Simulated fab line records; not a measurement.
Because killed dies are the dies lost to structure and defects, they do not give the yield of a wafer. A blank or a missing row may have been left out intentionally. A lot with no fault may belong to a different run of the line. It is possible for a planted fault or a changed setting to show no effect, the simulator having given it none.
Which of the tools did it? || flow gf180mcu || Sampling: 7 lots, 21 wafers, 3 of 602 route steps

WHAT EACH GAUGE READ, for each wafer
GF_V5_OVL_MEAS_15.
{"lot": "L980", "measured": "day 27 13:28", "on": "overlay-01", "V5_OVL (nm)": "6 0 -3"}
{"lot": "L984", "measured": "day 28 22:43", "on": "overlay-02", "V5_OVL (nm)": "-2 -10 3"}
{"lot": "L986", "measured": "day 29 13:16", "on": "overlay-01", "V5_OVL (nm)": "0 -5 -12"}
{"lot": "L988", "measured": "day 29 23:19", "on": "overlay-02", "V5_OVL (nm)": "-12 -9 -13"}
{"lot": "L990", "measured": "day 30 13:43", "on": "overlay-01", "V5_OVL (nm)": "-17 -12 -14"}
{"lot": "L995", "measured": "day 32 02:47", "on": "overlay-01", "V5_OVL (nm)": "-3 -5 -4"}
{"lot": "L997", "measured": "day 32 11:04", "on": "overlay-02", "V5_OVL (nm)": "-1 -6 -3"}

EACH LOT AND THE TOOL THAT RAN IT (in order: tool; ch and the chambers of the sampled wafers; start)
{"lot": "L980", "GF_M4_SPUTTER_01": "pvd_sputter-04, day 22 21:32", "GF_MIM_SPUTTER_04": "pvd_sputter-02, day 24 21:29"}
{"lot": "L984", "GF_M4_SPUTTER_01": "pvd_sputter-03, day 24 11:10", "GF_MIM_SPUTTER_04": "pvd_sputter-02, day 26 08:50"}
{"lot": "L986", "GF_M4_SPUTTER_01": "pvd_sputter-03, day 25 03:01", "GF_MIM_SPUTTER_04": "pvd_sputter-01, day 27 00:29"}
{"lot": "L988", "GF_M4_SPUTTER_01": "pvd_sputter-02, day 25 14:58", "GF_MIM_SPUTTER_04": "pvd_sputter-04, day 27 11:50"}
{"lot": "L990", "GF_M4_SPUTTER_01": "pvd_sputter-03, day 26 06:03", "GF_MIM_SPUTTER_04": "pvd_sputter-04, day 28 02:39"}
{"lot": "L995", "GF_M4_SPUTTER_01": "pvd_sputter-02, day 28 01:43", "GF_MIM_SPUTTER_04": "pvd_sputter-02, day 29 20:05"}
{"lot": "L997", "GF_M4_SPUTTER_01": "pvd_sputter-02, day 28 10:26", "GF_MIM_SPUTTER_04": "pvd_sputter-04, day 30 04:03"}
- GF_M4_SPUTTER_01: material TiN, target thk 30 nm, time 25 s.
- GF_MIM_SPUTTER_04: material TiN, target thk 50 nm, time 41.7 s.

THE ANSWER, worked out from the rows above alone
Rule: usual is defined by the lots themselves. The widest of any qualifying gaps counts: lots, ordered by their means at a reading, are off when they make up no more than a third of the lots, leave a main group of 4 or more, and stand apart from it by 3 or more times the standard deviation of that group's means. The tables above print the reading to a certain number of digits; a main group whose means all agree to those digits is not used. A lot without any number at a reading at which 4 lots or more have one is off too. All remaining lots with rows at the step are treated as sound.
Across all readings shown, no lot is off: no conclusion can be drawn from this.

WHAT THE SIMULATOR HAD INSERTED
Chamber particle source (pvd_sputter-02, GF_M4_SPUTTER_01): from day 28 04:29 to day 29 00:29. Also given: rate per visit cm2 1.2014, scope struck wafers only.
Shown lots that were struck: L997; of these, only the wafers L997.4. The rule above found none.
